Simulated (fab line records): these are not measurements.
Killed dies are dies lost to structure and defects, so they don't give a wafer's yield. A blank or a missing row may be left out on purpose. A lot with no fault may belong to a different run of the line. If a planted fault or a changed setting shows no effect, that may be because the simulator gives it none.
One fault through the eyes of 2 desks	flow sky130	numbers are kept per desk, each desk with only its own; the story behind them comes last

== THE TOOL OWNER'S DESK: wet_bench-01 ==
The tool's own readings at SKY_SONOS_ONO_WET_ETCH_16 (etches SiO2 in dHF, target depth 14 nm, time 280 s): means of the sampled wafers that have a number, for each lot that ran on this tool. Marked OUT: a lot whose mean sits more than 4 standard deviations from the usual mean, which makes it out of limits; the brackets give that distance.
Columns: A = run_length_s at SKY_SONOS_ONO_WET_ETCH_16, usual 308 s
lot	first seen here	A
L517	day 15 14:53	305
L524	day 17 17:05	111 (-60) OUT
L526	day 18 04:17	117 (-58) OUT
This desk's verdict: out of limits on L524, L526, starting with L524 at day 17 17:05 (run_length_s at SKY_SONOS_ONO_WET_ETCH_16). In limits: L517.

== AT THE METROLOGY DESK ==
Means of the sampled wafers that have a number, per lot and without regard to the tool the lot ran on: this is what the gauges read. Marked OUT: a lot whose mean sits more than 4 standard deviations from the usual mean, which makes it out of limits; the brackets give that distance.
Columns: A = SONOS_ONO_CVD_04_THK at SKY_SONOS_ONO_THK_MEAS_05, usual 5.70 nm; B = cd_nm at SKY_SONOS_ONO_CD_MEAS_13, usual 409.6 nm; C = SONOS_ONO_OVL at SKY_SONOS_ONO_OVL_MEAS_14, usual 0.1 nm; D = GATE_OXIDE_OXIDATION_00_THK at SKY_GATE_OXIDE_THK_MEAS_02, usual 10.23 nm; E = GATE_OXIDE_OVL at SKY_GATE_OXIDE_OVL_MEAS_10, usual 0.0 nm; F = GATE_OXIDE_TW at SKY_GATE_OXIDE_TW_MEAS_14, usual 224.6; G = POLY_GATE_CVD_00_THK at SKY_POLY_GATE_THK_MEAS_01, usual 180.0 nm
lot	first seen here	A	B	C	D	E	F	G
L517	day 14 13:16	5.66	403.7	-1.7	10.35	0.0	223.7	180.2
L521	day 15 16:47	5.61	409.9	-1.8	10.61	1.6	222.0	179.7
L524	day 16 12:20	5.68	409.0	-0.5	10.51	-2.1	226.4	178.0
L525	day 16 13:48	5.72	410.8	0.3	10.56	0.6	227.2	179.9
L526	day 16 23:16	5.69	406.1	0.1	10.41	-1.6	221.1	180.4
L532	day 19 16:38	5.86	408.0	-0.0	9.95	0.6	224.2	179.8
Result from this desk: across the 6 lots, nothing is out of limits.

== BROUGHT TOGETHER ==
The tool owner's desk could have raised an alarm at day 17 17:05, on L524, L526.
The metrology desk saw nothing out of limits.
The metrology desk holds a record of L524, L526, inside its limits.
On wet_bench-01, each named lot ran SKY_SONOS_ONO_WET_ETCH_16.

== WHAT THE SIMULATOR PUT IN ==
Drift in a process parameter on wet_bench-01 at SKY_SONOS_ONO_WET_ETCH_16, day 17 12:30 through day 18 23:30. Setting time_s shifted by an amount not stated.
Lots struck among those shown: L524, L526.
Time in hours from fault onset to the first out-of-limits reading at each desk: the tool owner's desk, 5.
